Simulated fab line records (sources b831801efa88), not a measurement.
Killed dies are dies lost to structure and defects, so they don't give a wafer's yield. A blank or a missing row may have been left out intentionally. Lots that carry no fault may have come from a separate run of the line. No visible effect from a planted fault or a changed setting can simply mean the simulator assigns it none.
fab line records	flow sky130
record: lots: 6	wafers: 18	last-day: 50
route steps=708 shown VIA4@653 METAL5@661
lots with no fault: from the same line, run without faults
start-h: start of the lot's first displayed wafer, in hours after the record's first day	wait-h: time in hours since the lot's previous step	" identical to the entry in the row above	L1.1+2: a row that stands for several wafers	- no value present, or no start provided	* or withheld: withheld	< > ~ a bound
route shown NAME@n: a module of which the file shows steps, and the number in the route of the first	usual: mean/standard deviation taken from wafers without a fault	same: alike in all rows	chamber/n: place in a boat	sites: each site's reading	_std_site: standard deviation of those values	_edge_site: mean of outer sites minus mean of inner sites	radius-mm: for every site, how far away it sits from the centre of the wafer	mask NAME#n: copy n	behind: the last tool/chamber to shape the wafer	hold: why the lot went on hold/how many hours it stayed there/how the hold came to an end	device: transistor that didn't switch, given as n, p or np	end of line: tests of these same wafers at the route's end	step lacking rows: just its recipe	killed: the dies lost at the first sort to structure and to defects; this is not the yield of the wafer	map: the dies of a wafer, with x for killed, . for not killed, _ for no die there
set.NAME: the setting that was run; set.NAME@STEP: the one run at that earlier step	model.NAME: the simulator's own value behind a step, which no gauge read
a table for each step, a row for each wafer; lots at some steps of the route
services: from which hour (start-h, from the record's first day; less than 0 if before it) a tool's chamber was out of use, for how many hours, and why
== steps ==
step: SKY_VIA4_STRIP_14
recipe: chemistry: post-etch-residue-remover	time-s: 1200	temp-c: 72.5
step: SKY_VIA4_CLEAN_15
recipe: chemistry: IPA	time-s: 180	temp-c: 25
step: SKY_VIA4_CLEAN_16
recipe: chemistry: O3/DIW	dry: n2-spin
step: SKY_VIA4_SPUTTER_17
recipe: material: TiN	target-thk-nm: 20	chamber-pressure-pa: 5	power-w: 4000	time-s: 80
step: SKY_VIA4_CVD_18
recipe: material: W	target-thk-nm: 505	time-s: 152.14	temp-c: 400	pressure-torr: 40
usual: heater-power-w: 881/64
lot.wafer	tool	chamber	start-h	wait-h	heater-power-w
L589.3	cvd-w-01	1	1069.71	0.1	798
L589.4	"	0	"	"	913
L589.6	"	1	"	"	799
L590.2	cvd-w-01	0	1079.12	0.0	914
L590.3	"	0	"	"	917
L590.4	"	1	"	"	802
L596.1	cvd-w-01	1	1125.85	0.0	801
L596.4	"	0	"	"	910
L596.5	"	1	"	"	811
L598.2	cvd-w-02	0	1131.12	0.0	958
L598.3	"	0	"	"	968
L598.4	"	1	"	"	893
L601.2	cvd-w-02	0	1141.79	0.0	968
L601.5	"	1	"	"	886
L601.6	"	0	"	"	976
L602.1	cvd-w-01	0	1145.15	0.0	921
L602.3	"	0	"	"	919
L602.4	"	1	"	"	803
step: SKY_VIA4_RS_MEAS_19
recipe: thk-meas-gauge: four-point-probe	reads: W_of_VIA4_CVD_18+TiN_of_VIA4_SPUTTER_17
usual: VIA4_W_RS: 0.2260/0.0023
lot.wafer	tool	chamber	start-h	wait-h	VIA4_W_RS[ohm/sq]
L589.3	film-metro-04	-	1069.85	0.1	0.2293
L589.4	"	-	"	"	0.2260
L589.6	"	-	"	"	0.2255
L590.2	film-metro-04	-	1079.30	0.1	0.2265
L590.3	"	-	"	"	0.2271
L590.4	"	-	"	"	0.2264
L596.1	film-metro-04	-	1126.00	0.1	0.2253
L596.4	"	-	"	"	0.2276
L596.5	"	-	"	"	0.2270
L598.2	film-metro-04	-	1131.30	0.1	0.2226
L598.3	"	-	"	"	0.2231
L598.4	"	-	"	"	0.2260
L601.2	film-metro-04	-	1141.97	0.1	0.2242
L601.5	"	-	"	"	0.2269
L601.6	"	-	"	"	0.2231
L602.1	film-metro-01	-	1145.31	0.1	0.2249
L602.3	"	-	"	"	0.2250
L602.4	"	-	"	"	0.2242
step: SKY_VIA4_THK_MEAS_20
recipe: thk-meas-gauge: xrf	reads: W_of_VIA4_CVD_18
usual: VIA4_W_THK: 510/6.2
lot.wafer	tool	chamber	start-h	wait-h	VIA4_W_THK[nm]
L589.3	film-metro-04	-	1069.95	0.1	505
L589.4	"	-	"	"	511
L589.6	"	-	"	"	515
L590.2	film-metro-04	-	1080.53	1.2	511
L590.3	"	-	"	"	510
L590.4	"	-	"	"	514
L596.1	film-metro-04	-	1126.12	0.1	518
L596.4	"	-	"	"	511
L596.5	"	-	"	"	516
L598.2	film-metro-04	-	1131.41	0.1	518
L598.3	"	-	"	"	519
L598.4	"	-	"	"	511
L601.2	film-metro-04	-	1142.08	0.1	515
L601.5	"	-	"	"	510
L601.6	"	-	"	"	518
L602.1	film-metro-01	-	1145.43	0.1	511
L602.3	"	-	"	"	510
L602.4	"	-	"	"	509
step: SKY_VIA4_CMP_21
recipe: stop-on: SiO2	t-overpolish-s: 25	down-force-psi: 3.5	platen-rpm: 60	target-thk-nm: 0	pad-velocity-m-s: 0.94248
usual: motor-current-A: 10.8/0.75	overpolish-run-s: 25.000/0.0091	slurry-flow-ml-min: 150.0/0.48	time-to-endpoint-s: 120/5
lot.wafer	tool	chamber	start-h	wait-h	motor-current-A	overpolish-run-s	slurry-flow-ml-min	time-to-endpoint-s
L589.3	cmp-02	0	1069.99	0.0	11.3	25.007	150.3	118
L589.4	"	1	"	"	9.7	24.991	149.6	120
L589.6	"	1	"	"	9.6	25.016	150.9	125
L590.2	cmp-01	2	1080.63	0.1	10.2	25.004	150.1	124
L590.4	"	3	"	"	11.6	24.995	149.9	120
L590.3	"	0	"	"	11.4	25.007	150.6	120
L596.1	cmp-01	3	1126.23	0.1	11.1	24.997	150.5	116
L596.4	"	0	"	"	12.5	25.004	149.9	119
L596.5	"	3	"	"	11.2	24.984	150.4	114
L598.3	cmp-02	0	1131.46	0.0	10.9	24.986	150.4	130
L598.4	"	1	"	"	10.0	25.003	149.5	128
L598.2	"	3	"	"	11.0	25.009	149.8	125
L601.2	cmp-01	0	1142.23	0.1	12.1	25.001	150.2	122
L601.6	"	2	"	"	10.1	24.993	150.0	119
L601.5	"	3	"	"	11.2	24.988	149.7	116
L602.1	cmp-01	1	1145.73	0.3	10.4	24.993	149.4	118
L602.4	"	2	"	"	9.8	24.990	150.0	119
L602.3	"	3	"	"	10.6	24.988	149.2	119
step: SKY_METAL5_SPUTTER_00
recipe: material: Ti	target-thk-nm: 15	power-w: 3000	time-s: 10	chamber-pressure-pa: 0.4
step: SKY_METAL5_SPUTTER_01
recipe: material: TiN	target-thk-nm: 20	power-w: 6500	time-s: 16.7	chamber-pressure-pa: 0.4
usual: cathode-dc-power-W: 6500.1/1.3	chamber-pressure-pa: 0.4000/0.00088	throttle-valve-pct: 30.4/1.3
lot.wafer	tool	chamber	start-h	wait-h	cathode-dc-power-W	chamber-pressure-pa	throttle-valve-pct
L589.3	pvd-sputter-01	-	1070.32	0.0	6500.3	0.4015	28.7
L589.4	"	-	"	"	6500.6	0.4002	29.9
L589.6	"	-	"	"	6497.5	0.4003	29.7
L590.2	pvd-sputter-01	-	1080.90	0.0	6500.9	0.4005	29.2
L590.3	"	-	"	"	6502.1	0.3987	30.2
L590.4	"	-	"	"	6500.2	0.4015	28.9
L596.1	pvd-sputter-01	-	1126.50	0.0	6501.5	0.3989	28.9
L596.4	"	-	"	"	6501.9	0.3995	29.8
L596.5	"	-	"	"	6500.6	0.3990	30.0
L598.2	pvd-sputter-04	-	1131.78	0.0	6500.2	0.4004	30.6
L598.3	"	-	"	"	6501.0	0.4001	32.1
L598.4	"	-	"	"	6499.2	0.3996	30.9
L601.2	pvd-sputter-01	-	1142.45	0.0	6499.9	0.3998	28.9
L601.5	"	-	"	"	6501.2	0.4001	28.8
L601.6	"	-	"	"	6501.3	0.3999	30.1
L602.1	pvd-sputter-03	-	1146.05	0.0	6500.3	0.4008	28.6
L602.3	"	-	"	"	6502.1	0.3991	31.0
L602.4	"	-	"	"	6501.0	0.4006	32.7
step: SKY_METAL5_SPUTTER_02
recipe: material: AlCu	target-thk-nm: 1150	power-w: 10600	time-s: 61.2	chamber-pressure-pa: 0.4
usual: cathode-dc-power-W: 10600/1.9	chamber-pressure-pa: 0.4001/0.00081	throttle-valve-pct: 30.4/1.3
lot.wafer	tool	chamber	start-h	wait-h	cathode-dc-power-W	chamber-pressure-pa	throttle-valve-pct
L589.3	pvd-sputter-01	-	1070.34	0.0	10602	0.4007	28.7
L589.4	"	-	"	"	10600	0.4002	29.7
L589.6	"	-	"	"	10602	0.3990	30.0
L590.2	pvd-sputter-01	-	1080.93	0.0	10599	0.3995	28.8
L590.3	"	-	"	"	10599	0.4012	30.1
L590.4	"	-	"	"	10601	0.4006	28.4
L596.1	pvd-sputter-01	-	1126.53	0.0	10601	0.3998	28.9
L596.4	"	-	"	"	10604	0.3985	30.0
L596.5	"	-	"	"	10598	0.3991	29.9
L598.2	pvd-sputter-04	-	1131.80	0.0	10600	0.4001	30.8
L598.3	"	-	"	"	10601	0.4002	32.2
L598.4	"	-	"	"	10600	0.4014	31.0
L601.2	pvd-sputter-01	-	1142.47	0.0	10600	0.3998	29.2
L601.5	"	-	"	"	10601	0.4003	29.0
L601.6	"	-	"	"	10599	0.4006	30.0
L602.1	pvd-sputter-03	-	1146.08	0.0	10604	0.4006	28.5
L602.3	"	-	"	"	10602	0.3994	30.5
L602.4	"	-	"	"	10598	0.4001	32.6
step: SKY_METAL5_SPUTTER_03
recipe: material: Ti	target-thk-nm: 5	power-w: 3000	time-s: 3.3	chamber-pressure-pa: 0.4
step: SKY_METAL5_SPUTTER_04
recipe: material: TiN	target-thk-nm: 70	power-w: 6500	time-s: 58.3	chamber-pressure-pa: 0.4
usual: cathode-dc-power-W: 6500.0/1.2	chamber-pressure-pa: 0.4001/0.00082	throttle-valve-pct: 30.4/1.3
lot.wafer	tool	chamber	start-h	wait-h	cathode-dc-power-W	chamber-pressure-pa	throttle-valve-pct
L589.3	pvd-sputter-01	-	1070.41	0.0	-	-	-
L589.4	"	-	"	"	-	-	-
L589.6	"	-	"	"	-	-	-
L590.2	pvd-sputter-01	-	1081.00	0.0	-	-	-
L590.3	"	-	"	"	-	-	-
L590.4	"	-	"	"	-	-	-
L596.1	pvd-sputter-01	-	1126.60	0.0	6499.2	0.4001	29.3
L596.4	"	-	"	"	6497.8	0.4010	30.2
L596.5	"	-	"	"	6499.2	0.4013	30.0
L598.2	pvd-sputter-04	-	1131.87	0.0	6500.2	0.3991	30.8
L598.3	"	-	"	"	6501.4	0.3998	32.3
L598.4	"	-	"	"	6500.8	0.3988	31.2
L601.2	pvd-sputter-01	-	1142.54	0.0	6499.0	0.3995	28.9
L601.5	"	-	"	"	6501.3	0.4002	28.7
L601.6	"	-	"	"	6499.1	0.4015	30.0
L602.1	pvd-sputter-03	-	1146.14	0.0	6500.4	0.4006	28.7
L602.3	"	-	"	"	6501.8	0.4013	30.6
L602.4	"	-	"	"	6498.9	0.4003	32.5
step: SKY_METAL5_THK_MEAS_06
recipe: thk-meas-gauge: xrf	reads: AlCu_of_METAL5_SPUTTER_02
usual: METAL5_ALCU_THK: 1144/12
lot.wafer	tool	chamber	start-h	wait-h	METAL5_ALCU_THK[nm]
L589.3	film-metro-01	-	1070.60	0.1	1334
L589.4	"	-	"	"	1334
L589.6	"	-	"	"	1320
L590.2	film-metro-04	-	1081.18	0.1	1387
L590.3	"	-	"	"	1356
L590.4	"	-	"	"	1367
L596.1	film-metro-02	-	1126.77	0.1	1129
L596.4	"	-	"	"	1114
L596.5	"	-	"	"	1119
L598.2	film-metro-01	-	1132.05	0.1	1142
L598.3	"	-	"	"	1150
L598.4	"	-	"	"	1161
L601.2	film-metro-02	-	1142.72	0.1	1159
L601.5	"	-	"	"	1144
L601.6	"	-	"	"	1141
L602.1	film-metro-02	-	1146.31	0.1	1148
L602.3	"	-	"	"	1149
L602.4	"	-	"	"	1138
step: SKY_METAL5_DEHYDRATE_07
recipe: temp-c: 200	time-s: 60
step: SKY_METAL5_HMDS_08
recipe: prime-time-s: 60	prime-temp-c: 120
step: SKY_METAL5_COAT_09
recipe: resist: NOVOLAK	spin-rpm: 3000	resist-thk-nm: 1800
step: SKY_METAL5_SOFTBAKE_10
recipe: temp-c: 90	time-s: 60	resist: NOVOLAK
step: SKY_METAL5_EXPOSE_11
recipe: mask-id: MM5	na: 0.6	source-shape: conventional	sigma-outer: 0.6	polarization: unpolarized	target-cd-nm: 1600	dose-mj: 190
step: SKY_METAL5_PEB_12
recipe: temp-c: withheld	time-s: *	resist: NOVOLAK
step: SKY_METAL5_DEVELOP_13
recipe: resist: NOVOLAK	developer: TMAH	develop-time-s: 60	dev-temp-c: 23
step: SKY_METAL5_DESCUM_14
recipe: chemistry: O2	source-power-w: 150	bias-power-w: 0	pressure-mtorr: 10	temp-c: 40	time-s: 11
usual: drypump-motor-current-A: 5.8/0.41	oes-product-au: 0.997/0.0089
lot.wafer	tool	chamber	start-h	wait-h	drypump-motor-current-A	oes-product-au	rf-hours-counter-h
L589.3	rie-metal-04	1	1090.89	0.1	5.9	1.007	-
L589.4	"	0	"	"	5.4	1.008	-
L589.6	"	0	"	"	5.4	1.007	-
L590.2	rie-metal-04	0	1100.89	0.1	5.3	1.007	20
L590.3	"	0	"	"	5.3	1.004	-
L590.4	"	1	"	"	5.8	0.992	-
L596.1	rie-metal-04	0	1145.40	0.1	5.4	0.991	23
L596.4	"	0	"	"	5.4	1.003	-
L596.5	"	0	"	"	5.3	0.991	-
L598.2	rie-metal-04	1	1149.63	0.1	5.9	0.996	25
L598.3	"	0	"	"	5.3	1.013	-
L598.4	"	1	"	"	5.9	0.996	-
L601.2	rie-metal-02	0	1160.48	0.1	5.8	0.986	30
L601.5	"	0	"	"	5.8	0.992	-
L601.6	"	1	"	"	6.6	0.997	-
L602.1	rie-metal-04	1	1163.78	0.1	5.8	0.989	26
L602.3	"	0	"	"	5.4	1.004	-
L602.4	"	1	"	"	5.8	0.983	-
step: SKY_METAL5_METAL_ETCH_15
recipe: target-depth-a: 12600	stop-on: SiO2	over-etch-frac: 0.2	time-s: 252	chemistry: Cl2/BCl3	resist-sidewall-deg: 86	pressure-mtorr: 10	icp-w: 900	bias-w: 48.5	Cl2_flow_sccm: 60	bcl3-flow-sccm: 30
usual: bias-w: 48.51/0.14	drypump-motor-current-A: 5.8/0.41	oes-product-au: 0.894/0.005	throttle-valve-pct: 22.264/0.0088
lot.wafer	tool	chamber	start-h	wait-h	bias-w	drypump-motor-current-A	oes-product-au	rf-hours-counter-h	throttle-valve-pct
L589.3	rie-metal-04	1	1090.99	0.1	48.56	5.8	0.867	-	22.264
L589.4	"	0	"	"	48.47	5.3	0.867	-	22.271
L589.6	"	0	"	"	48.46	5.4	0.858	-	22.261
L590.2	rie-metal-04	0	1100.93	0.0	48.37	5.4	0.883	20	22.272
L590.3	"	0	"	"	48.35	5.4	0.878	-	22.272
L590.4	"	1	"	"	48.45	5.8	0.872	-	22.248
L596.1	rie-metal-04	0	1145.44	0.0	48.75	5.4	0.893	23	22.262
L596.4	"	0	"	"	48.61	5.4	0.893	-	22.266
L596.5	"	0	"	"	48.68	5.3	0.885	-	22.260
L598.2	rie-metal-04	1	1149.67	0.0	48.49	5.8	0.897	25	22.252
L598.3	"	0	"	"	48.28	5.3	0.903	-	22.262
L598.4	"	1	"	"	48.46	5.8	0.892	-	22.274
L601.2	rie-metal-02	0	1160.52	0.0	48.80	5.8	0.883	30	22.262
L601.5	"	0	"	"	48.43	5.8	0.893	-	22.261
L601.6	"	1	"	"	48.49	6.6	0.896	-	22.271
L602.1	rie-metal-04	1	1163.82	0.0	48.55	5.8	0.896	26	22.256
L602.3	"	0	"	"	48.37	5.3	0.901	-	22.258
L602.4	"	1	"	"	48.41	5.8	0.890	-	22.263
step: SKY_METAL5_STRIP_16
recipe: chemistry: O2/N2	power-w: 1400	pressure-mtorr: 1500	platen-temp-c: withheld	o2-flow-sccm: 3000	n2-flow-sccm: 300	overash-fraction: 0.5
== services ==
tool	chamber	start-h	hours	kind
pvd-sputter-03	3	1048.52	-	consumable-replace:kit
pvd-sputter-03	3	1048.52	18.0	scheduled-down
cmp-01	-	1053.78	1.4	repair
pvd-sputter-01	-	1062.36	1.0	repair
pvd-sputter-04	-	1067.57	9.5	repair
rie-metal-02	-	1082.17	2.8	pm
cmp-01	-	1084.08	4.0	pm
cmp-01	-	1088.08	-	consumable-replace:conditioner
cmp-01	-	1088.08	-	consumable-replace:pad
pvd-sputter-03	-	1088.91	2.6	repair
pvd-sputter-01	0	1092.58	-	consumable-replace:kit
pvd-sputter-01	0	1092.58	18.0	scheduled-down
pvd-sputter-01	0	1092.58	18.0	vent-cycle
cvd-w-01	-	1094.53	3.8	pm
pvd-sputter-04	-	1095.05	11.3	repair
cmp-01	-	1105.75	1.1	repair
pvd-sputter-01	-	1107.99	2.4	repair
pvd-sputter-03	-	1116.29	2.1	repair
cmp-01	-	1133.75	0.8	repair
pvd-sputter-04	-	1141.89	13.0	repair
pvd-sputter-01	3	1143.28	-	consumable-replace:kit
pvd-sputter-01	3	1143.28	18.0	scheduled-down
pvd-sputter-01	3	1143.28	18.0	vent-cycle
pvd-sputter-03	-	1154.99	3.0	repair
== key ==
first-sign: step: SKY_METAL5_SPUTTER_04	reading: tool-record	direction: missing
effect: step: SKY_METAL5_THK_MEAS_06	reading: METAL5_ALCU_THK	direction: up	sigmas: 18	usual: 1144	struck: 1350
effect: step: SKY_METAL5_METAL_ETCH_15	reading: oes-product-au	direction: down	sigmas: 4.6	usual: 0.894	struck: 0.871	wafers-moved: 5
met-at SKY_METAL5_SPUTTER_04
struck-wafers L589.3,L589.4,L589.6,L590.2,L590.3,L590.4
later-rows-left-out L589.3,L589.4,L589.6,L590.2,L590.3,L590.4
sort-left-out L589.3,L589.4,L589.6,L590.2,L590.3,L590.4
fault: kind: skipped-step-whole	tool: pvd-sputter-01	chamber: -	onset-h: 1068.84	steps: SKY_METAL5_SPUTTER_04	scope: struck-lots-only
sort-left-out: the simulated sort isn't trusted on such a fault, so these wafers' sort isn't shown, and their yield isn't known
later-rows-left-out: the simulator's readings of these wafers behind a module that went badly wrong aren't trusted and aren't shown, but for the sort
